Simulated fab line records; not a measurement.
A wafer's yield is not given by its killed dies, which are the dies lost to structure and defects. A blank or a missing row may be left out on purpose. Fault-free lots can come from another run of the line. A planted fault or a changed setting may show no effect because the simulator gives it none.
Struck lot and sound lot, side by side || flow sky130 || 15 out of 708 route steps
Sound: the wafers L745.1, L745.2, L745.3. Wafers L744.2, L744.3, L744.5 were the ones struck. Last of all comes the cause.
Order at every step that has rows: each side's tool, ch and its chambers, its first start. Under that, the readings that differ: sound wafers || struck wafers || difference of the means || sigmas: that difference in standard deviations of wafers without a fault.
alike: a reading whose means differ by less than 2 such deviations, as well as words and numbers matching on both sides. not compared: withheld readings; readings where some wafer has no value; bounds like >300 that might hide an equal value; numbers whose values overlap and for which the record gives no deviation.
The two part at a step that has a row with sigmas, a row that says differs or no value, or rows on one side only. Numbers that have no deviation but don't overlap get no sigmas and don't part them. A reading missing from all wafers of one side parts the sides only when that side holds two or more wafers.

first, 2 steps without rows for these wafers: SKY_LOCAL_INTERCONNECT_CLEAN_17 (cleans in IPA, time 180 s); SKY_LOCAL_INTERCONNECT_CLEAN_18 (cleans in O3/DIW).
SKY_CONTACT_CVD_00: deposits Si3N4, target thk 75 nm.
  sound on pecvd-04 ch 0,1,2, day 33 18:35; struck on pecvd-02 ch 0,1, day 33 11:32
  alike: heater power w
SKY_CONTACT_THK_MEAS_01:
  struck on film metro-01, day 33 11:35; sound on film metro-01, day 33 18:37
  alike: CONTACT_CVD_00_THK
then, 1 step without rows for these wafers: SKY_CONTACT_HDPCVD_02 (deposits SiO2, target thk 565 nm, time 94.2 s).
SKY_CONTACT_THK_MEAS_03:
  struck on film metro-03, day 33 11:43; sound on film metro-02, day 33 18:44
  alike: CONTACT_HDPCVD_THK
SKY_CONTACT_CMP_04: polishes SiO2.
  sound on cmp-02 ch 1,2,3, day 33 18:48; struck on cmp-02 ch 2,3, day 33 11:46
  alike: motor current A, time to endpoint s
SKY_CONTACT_BOW_MEAS_05:
  struck on film metro-02, day 33 12:05; sound on film metro-03, day 33 19:06
  alike: CONTACT_BOW
then, 4 steps without rows for these wafers: SKY_CONTACT_DEHYDRATE_06 (time 60 s); SKY_CONTACT_HMDS_07 (prime time 60 s); SKY_CONTACT_COAT_08 (resist thk 60 nm); SKY_CONTACT_COAT_09 (resist thk 450 nm).
SKY_CONTACT_SOFTBAKE_10: time 90 s.
  sound on litho track-01 ch 0, day 34 07:00; struck on litho track-03 ch 0, day 34 01:00
{"reading": "run length s (s)", "sound": "119.43 119.21 119.31", "struck": "132.91 133.14 133.15", "difference": "+13.75", "sigmas": "+76"}
  alike: chill plate temp C, plate temp C, resist line temp C
then, 1 step without rows for these wafers: SKY_CONTACT_EXPOSE_11 (exposes mask CTM1, target cd 170 nm).
-- the record jumps here: 14 days lie between the struck wafers' starts before and after (it left off in module CONTACT and takes up again in module PAD_OPEN, whose first step shown is number 708 of the route) --
SKY_PAD_OPEN_PROBE_99:
  struck on prober-02, day 47 23:35; sound on prober-01, day 48 04:34
  alike: killed_at_M0_to_M3, killed_at_M4_up, killed at contacts, killed at front end, killed at other, killed dies, killed open, killed short

== WHERE THEY PART ==
Within this record, at SKY_CONTACT_SOFTBAKE_10 only. Later steps at which nothing parts them and some readings are alike: SKY_PAD_OPEN_PROBE_99.

WHY: what had been put in by the simulator
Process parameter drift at SKY_CONTACT_SOFTBAKE_10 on litho track-03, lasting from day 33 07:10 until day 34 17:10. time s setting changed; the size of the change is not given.
